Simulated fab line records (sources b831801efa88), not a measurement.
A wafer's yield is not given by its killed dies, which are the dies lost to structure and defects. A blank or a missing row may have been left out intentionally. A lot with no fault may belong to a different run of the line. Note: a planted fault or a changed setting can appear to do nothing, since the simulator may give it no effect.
Which tool did it? -- flow gf180mcu -- Sampling: 24 lots, 72 wafers, 5 of 602 route steps

== WHAT EACH GAUGE READ, for each wafer ==
GF_V2_BOW_MEAS_05. Usual: V2_BOW 100 um, standard deviation 7.1.
lot,measured,on,V2_BOW (um),flag
L074,day 19 05:34,filmMetro-01,94 98 102,
L075,day 19 14:47,filmMetro-02,93 89 102,
L076,day 20 02:31,filmMetro-01,98 97 106,
L077,day 20 13:11,filmMetro-04,107 101 109,
L078,day 20 22:40,filmMetro-02,98 92 98,
L079,day 21 08:33,filmMetro-01,103 99 98,
L080,day 21 11:14,filmMetro-02,108 105 99,
L081,day 22 05:20,filmMetro-01,107 97 95,
L082,day 22 05:40,filmMetro-01,103 91 98,
L083,day 22 20:58,filmMetro-01,108 96 104,
L084,day 23 02:10,filmMetro-01,103 110 94,
L085,day 23 16:10,filmMetro-02,99 110 110,
L086,day 23 18:44,filmMetro-02,101 101 98,
L087,day 24 00:37,filmMetro-04,109 102 104,
L088,day 24 11:44,filmMetro-04,87 83 88,
L089,day 24 16:18,filmMetro-02,102 91 97,
L090,day 24 21:25,filmMetro-02,95 106 112,
L091,day 25 06:51,filmMetro-01,103 99 89,
L092,day 25 14:22,filmMetro-01,100 98 105,
L093,day 25 23:21,filmMetro-04,95 87 87,
L094,day 26 08:31,filmMetro-04,91 93 91,
L095,day 26 13:53,filmMetro-01,105 110 105,
L096,day 26 17:20,filmMetro-04,93 84 100,
L097,day 27 08:14,filmMetro-04,100 109 105,

GF_V3_THK_MEAS_25: measures by xrf. Usual: V3_W_THK 349 nm, standard deviation 5.
lot,measured,on,V3_W_THK (nm),flag
L074,day 22 10:17,filmMetro-04,356 357 353,
L075,day 22 18:26,filmMetro-03,350 348 344,
L076,day 23 06:45,filmMetro-02,343 346 346,
L077,day 23 16:37,filmMetro-03,348 348 349,
L078,day 23 23:16,filmMetro-02,346 344 348,
L079,day 24 09:19,filmMetro-04,345 346 349,
L080,day 24 11:14,filmMetro-04,352 352 348,
L081,day 25 03:22,filmMetro-03,353 349 350,
L082,day 25 04:53,filmMetro-02,341 349 345,
L083,day 25 17:43,filmMetro-04,358 357 359,
L084,day 25 23:55,filmMetro-03,349 346 350,
L085,day 26 13:02,filmMetro-04,352 357 353,
L086,day 26 16:22,filmMetro-02,339 336 339,
L087,day 26 21:02,filmMetro-04,349 347 352,
L088,day 27 06:59,filmMetro-04,356 351 360,
L089,day 27 12:05,filmMetro-03,348 343 344,
L090,day 27 16:20,filmMetro-02,350 347 350,
L091,day 28 02:23,filmMetro-04,355 354 355,
L092,day 28 08:35,filmMetro-03,347 344 348,
L093,day 28 15:50,filmMetro-03,350 345 348,
L094,day 29 00:59,filmMetro-02,341 339 340,
L095,day 29 06:26,filmMetro-03,346 344 348,
L096,day 29 08:45,filmMetro-04,354 352 352,
L097,day 29 22:47,filmMetro-03,355 355 351,

GF_V5_OVL_MEAS_15. Usual: V5_OVL -1 nm, standard deviation 5.6.
lot,measured,on,V5_OVL (nm),flag
L074,day 27 04:07,overlay-02,7 9 11,
L075,day 27 11:40,overlay-02,-15 -11 -11,
L076,day 27 23:32,overlay-02,-1 2 1,
L077,day 28 07:22,overlay-01,-3 4 -1,
L078,day 28 13:24,overlay-02,-3 -8 -3,
L079,day 28 22:44,overlay-01,4 0 -5,
L080,day 28 23:37,overlay-01,7 -2 1,
L081,day 29 14:03,overlay-02,-1 -1 3,
L082,day 29 14:09,overlay-01,1 -9 -6,
L083,day 30 03:54,overlay-01,4 0 12,
L084,day 30 07:33,overlay-01,-1 -5 -4,
L085,day 30 18:45,overlay-02,0 -3 -3,
L086,day 30 23:17,overlay-01,1 -2 0,
L087,day 31 02:18,overlay-01,-2 6 3,
L088,day 31 10:18,overlay-02,-4 0 1,
L089,day 31 15:18,overlay-01,13 7 8,
L090,day 31 18:22,overlay-02,8 1 3,
L091,day 32 02:09,overlay-02,1 5 3,
L092,day 32 09:24,overlay-02,-12 -9 -11,
L093,day 32 16:09,overlay-02,-8 1 3,
L094,day 32 23:35,overlay-01,-9 -6 -7,
L095,day 33 02:24,overlay-01,0 1 -2,
L096,day 33 06:10,overlay-02,0 -3 1,
L097,day 33 16:14,overlay-01,-11 -7 -2,

== WHAT TOOL EACH LOT RAN ON (gives the tool, then ch and the chambers of the sampled wafers, and finally the start) ==
lot,GF_V2_CVD_02,GF_MIM_SPUTTER_07
L074,"pecvd-02 ch 0,2, day 19 05:07","pvdSputter-01, day 24 10:56"
L075,"pecvd-04 ch 0,2, day 19 14:20","pvdSputter-01, day 24 19:31"
L076,"pecvd-02 ch 0,1, day 20 02:05","pvdSputter-02, day 25 06:53"
L077,"pecvd-03 ch 0,2, day 20 12:43","pvdSputter-02, day 25 16:04"
L078,"pecvd-04 ch 1,2, day 20 22:11","pvdSputter-01, day 25 22:45"
L079,"pecvd-04 ch 0,1,2, day 21 08:07","pvdSputter-04, day 26 08:46"
L080,"pecvd-02 ch 0,1,2, day 21 10:46","pvdSputter-04, day 26 09:44"
L081,"pecvd-04 ch 0,1,2, day 22 04:55","pvdSputter-04, day 27 00:48"
L082,"pecvd-03 ch 0,1,2, day 22 05:14","pvdSputter-04, day 27 02:23"
L083,"pecvd-03 ch 1,2, day 22 20:29","pvdSputter-01, day 27 14:59"
L084,"pecvd-04 ch 0,2, day 23 01:44","pvdSputter-04, day 27 20:03"
L085,"pecvd-04 ch 1,2, day 23 15:43","pvdSputter-02, day 28 09:30"
L086,"pecvd-02 ch 0,1,2, day 23 18:18","pvdSputter-02, day 28 12:39"
L087,"pecvd-04 ch 0,2, day 24 00:09","pvdSputter-02, day 28 16:12"
L088,"pecvd-02 ch 0,1, day 24 11:19","pvdSputter-02, day 29 01:57"
L089,"pecvd-04 ch 0,1, day 24 15:51","pvdSputter-02, day 29 07:32"
L090,"pecvd-02 ch 1,2, day 24 20:57","pvdSputter-01, day 29 10:48"
L091,"pecvd-02 ch 0,1,2, day 25 06:24","pvdSputter-01, day 29 19:38"
L092,"pecvd-04 ch 0,2, day 25 13:56","pvdSputter-01, day 30 02:35"
L093,"pecvd-04 ch 0,1,2, day 25 22:52","pvdSputter-02, day 30 10:19"
L094,"pecvd-02 ch 0,2, day 26 08:05","pvdSputter-02, day 30 18:31"
L095,"pecvd-04 ch 0,1,2, day 26 13:28","pvdSputter-01, day 30 22:30"
L096,"pecvd-02 ch 1,2, day 26 16:52","pvdSputter-04, day 31 01:54"
L097,"pecvd-04 ch 0,1, day 27 07:48","pvdSputter-02, day 31 13:59"
- GF_V2_CVD_02: deposits SiO2 from TEOS, target thk 850 nm, time 94.851 s.
- GF_MIM_SPUTTER_07: material TiN, target thk 60 nm, time 50 s.

== WHAT THE TOOLS THEMSELVES READ (means of the sampled wafers that have a number; where no wafer has one, the mark that the record gives instead) ==
GF_V2_CVD_02. Usual: heaterPowerW 594 W, standard deviation 57; susceptorTempC 399.98 C, standard deviation 0.23.
lot,tool,heaterPowerW (W),susceptorTempC (C),flag
L074,pecvd-02,567,400.17,
L075,pecvd-04,569,399.92,
L076,pecvd-02,664,399.94,
L077,pecvd-03,602,400.14,
L078,pecvd-04,621,400.01,
L079,pecvd-04,579,399.93,
L080,pecvd-02,523,400.01,
L081,pecvd-04,589,400.18,
L082,pecvd-03,661,399.95,
L083,pecvd-03,595,399.93,
L084,pecvd-04,596,399.83,
L085,pecvd-04,632,400.16,
L086,pecvd-02,593,399.72,
L087,pecvd-04,566,400.00,
L088,pecvd-02,589,399.62,
L089,pecvd-04,574,399.90,
L090,pecvd-02,570,399.95,
L091,pecvd-02,546,400.23,
L092,pecvd-04,593,400.19,
L093,pecvd-04,607,399.94,
L094,pecvd-02,579,399.90,
L095,pecvd-04,629,400.26,
L096,pecvd-02,551,400.11,
L097,pecvd-04,592,399.78,

GF_MIM_SPUTTER_07. Usual: cathodeDcPowerW 6500.0 W, standard deviation 1.1; throttleValvePct 30.1 %, standard deviation 0.86.
lot,tool,cathodeDcPowerW (W),throttleValvePct (%),flag
L074,pvdSputter-01,6500.7,30.5,
L075,pvdSputter-01,6500.2,30.3,
L076,pvdSputter-02,6499.9,30.0,
L077,pvdSputter-02,6500.6,30.5,
L078,pvdSputter-01,6499.1,30.5,
L079,pvdSputter-04,6499.7,28.6,
L080,pvdSputter-04,6500.4,31.1,
L081,pvdSputter-04,6501.5,30.2,
L082,pvdSputter-04,6499.5,28.8,
L083,pvdSputter-01,6498.6,29.7,
L084,pvdSputter-04,6500.1,29.7,
L085,pvdSputter-02,6499.5,29.7,
L086,pvdSputter-02,6499.6,29.7,
L087,pvdSputter-02,6500.1,30.3,
L088,pvdSputter-02,6499.2,29.6,
L089,pvdSputter-02,6499.2,30.3,
L090,pvdSputter-01,6500.5,30.0,
L091,pvdSputter-01,6499.7,30.7,
L092,pvdSputter-01,6500.5,30.4,
L093,pvdSputter-02,6500.4,29.9,
L094,pvdSputter-02,6499.0,30.4,
L095,pvdSputter-01,6501.0,30.1,
L096,pvdSputter-04,6498.4,29.2,
L097,pvdSputter-02,6500.1,30.2,

== THE ANSWER, worked out from the rows above alone ==
Rule: a lot is off if the mean of its wafers that have a number lies more than 3 standard deviations from the usual mean. Also off: a lot with no number at a reading for which 4 or more lots have one. Where the step has rows for the other lots, those lots are counted as sound. Order of review: gauges by route order, followed by the tools' own readings, for which a lot's mean as printed above is used. At the first step where some lot is off, the reading lying furthest off is the one used; lots without a number count as furthest.
None of the lots is off at any reading shown; this tells nothing.

== WHAT WAS PUT IN BY THE SIMULATOR ==
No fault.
